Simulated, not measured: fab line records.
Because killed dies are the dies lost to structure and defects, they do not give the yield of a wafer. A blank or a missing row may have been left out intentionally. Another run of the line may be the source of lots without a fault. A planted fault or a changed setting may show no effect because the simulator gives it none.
Chamber matching | flow sky130 | rie-diel-01 running SKY_POLY_CUT_ETCH_10: 4 sister chambers
The step etches BARC in N2/H2, stops on SiO2, time 45.9 s, target depth 60 nm. 4 wafers are shown with their chamber, then 9 later ones without.

== WAFERS WITH THEIR CHAMBER ==
wafer  | chamber | drypump-motor-current-A (A)
L085.2 | 2       | 5.7
L085.3 | 3       | 5.8
L086.1 | 0       | 6.5
L086.5 | 1       | 6.4

== WAFERS WITHOUT THEIR CHAMBER ==
wafer  | drypump-motor-current-A (A)
L087.1 | 6.6
L087.2 | 5.8
L087.3 | 6.3
L089.2 | 5.8
L089.3 | 6.6
L089.6 | 6.6
L091.1 | 5.8
L091.3 | 5.7
L091.5 | 6.6

== THE CHAMBER EACH PASSED THROUGH ==
wafer  | from the rows above     | in truth
L087.1 | can't be placed: 0 or 1 | 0
L087.2 | can't be placed: 3 or 2 | 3
L087.3 | can't be placed: 1 or 0 | 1
L089.2 | can't be placed: 3 or 2 | 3
L089.3 | can't be placed: 0 or 1 | 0
L089.6 | can't be placed: 0 or 1 | 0
L091.1 | can't be placed: 3 or 2 | 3
L091.3 | can't be placed: 2 or 3 | 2
L091.5 | can't be placed: 0 or 1 | 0
Correctly placed: 0 of 9. Cannot be placed on the basis of these rows: 9; the candidates contain the true chamber in 9. Number placed wrongly: 0.
How it was worked out, from the rows above alone: a wafer's distance from a chamber is the root of the sum, over the readings, of the square of ((its reading less the chamber's mean) divided by the reading's scatter). The wafer belongs to the nearest chamber; if the next one is less than 2 further off, it can't be placed. Each chamber's mean is taken over the wafers shown for it. The scatter (one wafer shown for each chamber): square how far every hidden wafer sits from the nearest shown wafer, average those squares and take the square root.
